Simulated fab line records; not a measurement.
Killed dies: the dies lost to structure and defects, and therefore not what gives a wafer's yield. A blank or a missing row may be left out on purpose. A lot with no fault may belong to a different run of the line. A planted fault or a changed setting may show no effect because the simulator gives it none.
A struck lot beside a sound one | flow gf180mcu | 45 steps out of a route of 602
Sound: these wafers, L494.3, L494.5, L494.6. The struck wafers were L485.3, L485.6. The cause comes at the end.
Order at every step that has rows: each side's tool, ch and its chambers, its first start. Under that, the readings that differ: sound wafers | struck wafers | difference of the means | sigmas: that difference in standard deviations of wafers without a fault.
alike: words and numbers the same on both sides, and readings whose means are apart by under 2 such deviations; not compared: readings that were withheld, readings missing a value for some wafer, numbers with overlapping values and no deviation given by the record, and bounds like >300 which may hide the same value.
A row with sigmas, a row that says differs or no value, or rows on one side alone: a step with any of these is where the two part. Non-overlapping numbers with no deviation appear without sigmas and do not part them. Lack of a reading on every wafer of one side parts them only where that side has two or more wafers.

GF_STI_THK_MEAS_02:
  sound on film metro-03, day 5 10:32; struck on film metro-01, day 3 16:38
  alike: STI_OXIDATION_THK
then, 1 step without rows for these wafers: GF_STI_CVD_03 (deposits Si3N4 from DCS/NH3, target thk 207.16 nm, time 3551 s).
GF_STI_THK_MEAS_04:
  sound on film metro-03, day 5 12:35; struck on film metro-02, day 3 18:41
  alike: STI_CVD_03_THK
then, 7 steps without rows for these wafers: GF_STI_DEHYDRATE_05 (time 60 s); GF_STI_HMDS_06 (prime time 60 s); GF_STI_COAT_07 (resist thk 700 nm); GF_STI_SOFTBAKE_08 (time 60 s); GF_STI_EXPOSE_09 (exposes mask COMP, target cd 220 nm); GF_STI_PEB_10 (peb time 90 s); GF_STI_DEVELOP_11 (develop time 60 s).
GF_STI_CD_MEAS_12 targets a cd of 220 nm.
  sound on cd sem-02, day 6 03:30; struck on cd sem-01, day 4 07:30
  alike: cd nm
GF_STI_ETCH_13: etches the open film in CHF3/O2, stops on Si, target depth 282.31 nm, time 112.9 s.
  sound on rie diel-02 ch 0,1,3, day 6 03:35; struck on rie diel-03 ch 2,3, day 4 07:35
  alike: drypump motor current A, oes product au, run length s, throttle valve pct
  not compared: rf hours counter h
GF_STI_ETCH_14: etches Si in HBr/Cl2/O2, target depth 360 nm, time 102.9 s.
  sound on rie si-01 ch 1,2, day 6 03:40; struck on rie si-02 ch 0,1, day 4 07:40
  reading                              | sound             | struck      | difference | sigmas
  run length s (s)                     | 131.4 130.3 131.5 | 86.8 87.9   | -43.7      | -97
  model.etch.depth nm (nm)             | 364.9 360.3 369.5 | 211.4 207.1 | -155.6     |
  model.STI.feature depth nm (nm)      | 364.9 360.3 369.5 | 211.4 207.1 | -155.6     |
  model.KrF_of_STI_COAT_07.thk nm (nm) | 318.4 318.5 320.7 | 360.5 363   | +42.6      |
  alike: HBr_flow_sccm, drypump motor current A, oes product au, throttle valve pct
  not compared: rf hours counter h
GF_STI_STRIP_15: strips in O2/N2.
  sound on plasma asher-04 ch 0,1, day 6 03:46; struck on plasma asher-03 ch 0, day 4 07:46
  reading                      | sound             | struck      | difference | sigmas
  heater power w (W)           | 313 316 291       | 425 433     | +122       | +3
  oes product au (a.u.)        | 0.386 0.377 0.389 | 0.407 0.400 | +0.019     | +4
  strip time to endpoint s (s) | 3.72 3.71 3.73    | 4.16 4.18   | +0.45      | +7
  alike: drypump motor current A
  not compared: rf hours counter h
then, 6 steps without rows for these wafers: GF_STI_CLEAN_16 (cleans in dHF, time 25 s); GF_STI_WET_ETCH_17 (etches Si3N4 in H3PO4, target depth 45 nm, time 514 s); GF_STI_CLEAN_18 (cleans in SC1/SC2, time 150 s); GF_STI_CLEAN_19 (cleans in dHF, time 20 s); GF_STI_WET_ETCH_20 (etches SiO2 in dHF, target depth 20 nm, time 400 s); GF_STI_OXIDATION_21 (stabilise 600 s, purge 300 s, target thk 15 nm).
GF_STI_THK_MEAS_22:
  sound on film metro-02, day 6 05:20; struck on film metro-03, day 4 11:40
  alike: STI_OXIDATION_01_THK
then, 1 step without rows for these wafers: GF_STI_CVD_23 (deposits SiO2, target thk 650 nm, time 108.3 s).
GF_STI_THK_MEAS_24:
  sound on film metro-03, day 6 05:29; struck on film metro-02, day 4 11:48
  alike: STI_CVD_23_THK
GF_STI_CMP_25: polishes, stops on Si3N4, t overpolish 33 s, target thk 524.6 nm.
  sound on cmp-02 ch 1,2,3, day 6 05:40; struck on cmp-01 ch 2, day 4 11:53
  reading          | sound             | struck      | difference | sigmas
  platen rpm (rpm) | 60.02 59.97 60.09 | 59.92 59.95 | -0.09      | -2
  alike: motor current A, slurry filter dp kPa
then, 4 steps without rows for these wafers: GF_STI_WET_ETCH_26 (etches SiO2 in dHF, target depth 94 nm, time 188 s); GF_STI_WET_ETCH_27 (etches Si3N4 in H3PO4, target depth 160 nm, time 1825 s); GF_STI_WET_ETCH_28 (etches SiO2 in dHF, target depth 20 nm, time 40 s); GF_STI_OXIDATION_29 (stabilise 600 s, purge 300 s, target thk 10 nm).
GF_STI_THK_MEAS_30:
  sound on film metro-02, day 6 09:23; struck on film metro-01, day 4 14:08
  alike: STI_OXIDATION_02_THK
then, 8 steps without rows for these wafers: GF_DNWELL_DEHYDRATE_00 (time 60 s); GF_DNWELL_HMDS_01 (prime time 60 s); GF_DNWELL_COAT_02 (resist thk 3000 nm); GF_DNWELL_SOFTBAKE_03; GF_DNWELL_EXPOSE_04 (exposes mask DNWELL, target cd 1700 nm); GF_DNWELL_PEB_05; GF_DNWELL_DEVELOP_06 (develop time 60 s); GF_DNWELL_IMPLANT_07.
GF_DNWELL_STRIP_08: strips in O2/N2.
  sound on plasma asher-01 ch 0,1, day 7 00:42; struck on plasma asher-01 ch 0, day 5 04:18
  alike: drypump motor current A, heater power w, oes product au, strip time to endpoint s
  not compared: rf hours counter h
GF_DNWELL_TW_MEAS_09:
  sound on film metro-01, day 7 00:47; struck on film metro-03, day 5 04:23
  reading   | sound          | struck    | difference | sigmas
  DNWELL_TW | 1379 1367 1381 | 1348 1348 | -28        | -3
then, 3 steps without rows for these wafers: GF_NWELL_DEHYDRATE_00 (time 60 s); GF_NWELL_HMDS_01 (prime time 60 s); GF_NWELL_COAT_02 (resist thk 3000 nm).
-- the record jumps here: 17 days lie between the struck wafers' starts before and after (it left off in module NWELL and takes up again in module V1, whose first step shown is number 359 of the route) --
GF_V1_RS_MEAS_24: a four-point-probe measurement.
  sound on film metro-01, day 25 01:31; struck on film metro-01, day 22 13:20
  alike: V1_W_RS
  not compared: hold
GF_V1_THK_MEAS_25: measures by xrf.
  sound on film metro-01, day 25 01:37; struck on film metro-01, day 22 22:35
  reading       | sound       | struck  | difference | sigmas
  V1_W_THK (nm) | 355 354 355 | 341 345 | -12        | -3
  not compared: hold
-- the record jumps here: 9 days lie between the struck wafers' starts before and after (it left off in module V1 and takes up again in module PASSIVATION, whose first step shown is number 602 of the route) --
GF_PASSIVATION_PROBE_99:
  sound on prober-01, day 34 07:50; struck on prober-02, day 32 07:44
  reading                                 | sound                        | struck              | difference | sigmas
  model.etest.pwell in dnwell.line ohm um | 3980 3900 3931               | 2971 2932           | -986       |
  model.etest.ldpmos_10p0.r on ohm um     | 1.092e+04 1.09e+04 1.108e+04 | 1.022e+04 1.011e+04 | -8.017e+02 |
  model.etest.pwell in dnwell.rs ohm sq   | 2373 2324 2418               | 1801 1762           | -590       |
  model.etest.ldnmos_10p0.r on ohm um     | 3713 3682 3748               | 3212 3162           | -527       |
  model.etest.p drift.rs ohm sq           | 2476 2420 2515               | 1874 1869           | -599       |
  model.etest.n drift.rs ohm sq           | 1181 1154 1193               | 839.3 832.4         | -340.2     |
  model.etest.nwell.line ohm um           | 1202 1186 1215               | 910.8 902           | -294.6     |
  model.etest.nwell.rs ohm sq             | 1034 1010 1045               | 778.1 770           | -255.6     |

WHERE THEY PART
Last at GF_V1_THK_MEAS_25 as far as this record goes, first at GF_STI_ETCH_14.

WHY: whatever the simulator had introduced
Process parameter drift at GF_STI_ETCH_14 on rie si-02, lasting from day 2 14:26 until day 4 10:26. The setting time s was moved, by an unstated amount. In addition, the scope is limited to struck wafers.
